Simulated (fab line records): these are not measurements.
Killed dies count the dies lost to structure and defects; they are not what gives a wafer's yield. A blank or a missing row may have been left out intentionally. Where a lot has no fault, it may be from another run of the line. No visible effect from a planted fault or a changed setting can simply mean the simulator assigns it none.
A struck lot beside a sound one || flow gf180mcu || 16 out of 602 route steps
Sound: wafers L519.3, L519.5, L519.6. Struck: wafer L506.4 (left out: L506.1, L506.6 of the same lot, which were not struck); the cause appears at the end.
Each step with rows lists, per side, the tool, then ch with its chambers, then its first start. Under that, the readings that differ: sound wafers || struck wafers || difference of the means || sigmas: that difference in standard deviations of wafers without a fault.
alike: readings with means less than 2 such deviations apart, plus words and numbers identical on both sides. not compared: withheld readings, readings lacking a value on some wafer, bounds such as >300 that could conceal the same value, and numbers that have no deviation in the record and whose values overlap.
A row with sigmas, a row that says differs or no value, or rows on one side alone: a step with any of these is where the two part. Numbers that have no deviation but don't overlap get no sigmas and don't part them. A reading missing from all wafers of one side parts the sides only when that side holds two or more wafers.

GF_HV_LDD_RS_MEAS_53: a four-point-probe measurement.
  struck on filmMetro-04, day 14 00:09; sound on filmMetro-04, day 18 07:12
  alike: HV_LDD_RS
then, 1 step without rows for these wafers: GF_HV_LDD_CVD_54 (deposits SiO2 from TEOS, target thk 10 nm, time 75 s).
GF_HV_LDD_THK_MEAS_55:
  struck on filmMetro-02, day 14 01:17; sound on filmMetro-04, day 18 08:20
  alike: HV_LDD_CVD_54_THK
then, 1 step without rows for these wafers: GF_HV_LDD_CVD_56 (deposits Si3N4 from DCS/NH3, target thk 90 nm, time 1543 s).
GF_HV_LDD_THK_MEAS_57:
  struck on filmMetro-04, day 14 02:59; sound on filmMetro-04, day 18 09:49
  alike: HV_LDD_CVD_56_THK
GF_HV_LDD_ETCHBACK_58: etches Si3N4 in CH3F/O2, stops on SiO2, time 100 s, target depth 90 nm.
  sound on rieDiel-01 ch 1,2, day 18 09:51; struck on rieDiel-02 ch 3, day 14 03:03
{"reading": "O2_flow_sccm (sccm)", "sound": "30.16 30.11 30.07", "struck": 29.93, "difference": -0.18, "sigmas": -2}
  alike: chamberPressureMTorr, drypumpMotorCurrentA, oesProductAu, throttleValvePct
  not compared: rfHoursCounterH
then, 6 steps without rows for these wafers: GF_NSD_DEHYDRATE_00 (time 60 s); GF_NSD_HMDS_01 (prime time 60 s); GF_NSD_COAT_02 (resist thk 1000 nm); GF_NSD_SOFTBAKE_03 (time 60 s); GF_NSD_EXPOSE_04 (exposes mask Nplus, target cd 400 nm); GF_NSD_PEB_05.
GF_NSD_DEVELOP_06: develop time 60 s.
  sound on lithoTrack-04 ch 0, day 19 10:10; struck on lithoTrack-04 ch 0, day 15 00:40
  alike: exhaustPa
GF_NSD_CD_MEAS_07: target cd 400 nm.
  struck on cdSem-02, day 15 00:53; sound on cdSem-01, day 19 10:19
{"reading": "cdNm (nm)", "sound": "402.2 401.0 403.0", "struck": 417.7, "difference": "+15.6", "sigmas": "+8"}
GF_NSD_OVL_MEAS_08:
  struck on overlay-01, day 15 01:00; sound on overlay-02, day 19 10:24
  alike: NSD_OVL
after that, 1 step had no rows for these wafers: GF_PASSIVATION_PROBE_99.

## WHERE THEY PART
Last at GF_NSD_CD_MEAS_07 as far as this record goes, first at GF_HV_LDD_ETCHBACK_58. Later steps at which nothing parts them and some readings are alike: GF_NSD_OVL_MEAS_08.

WHY: what had been put in by the simulator
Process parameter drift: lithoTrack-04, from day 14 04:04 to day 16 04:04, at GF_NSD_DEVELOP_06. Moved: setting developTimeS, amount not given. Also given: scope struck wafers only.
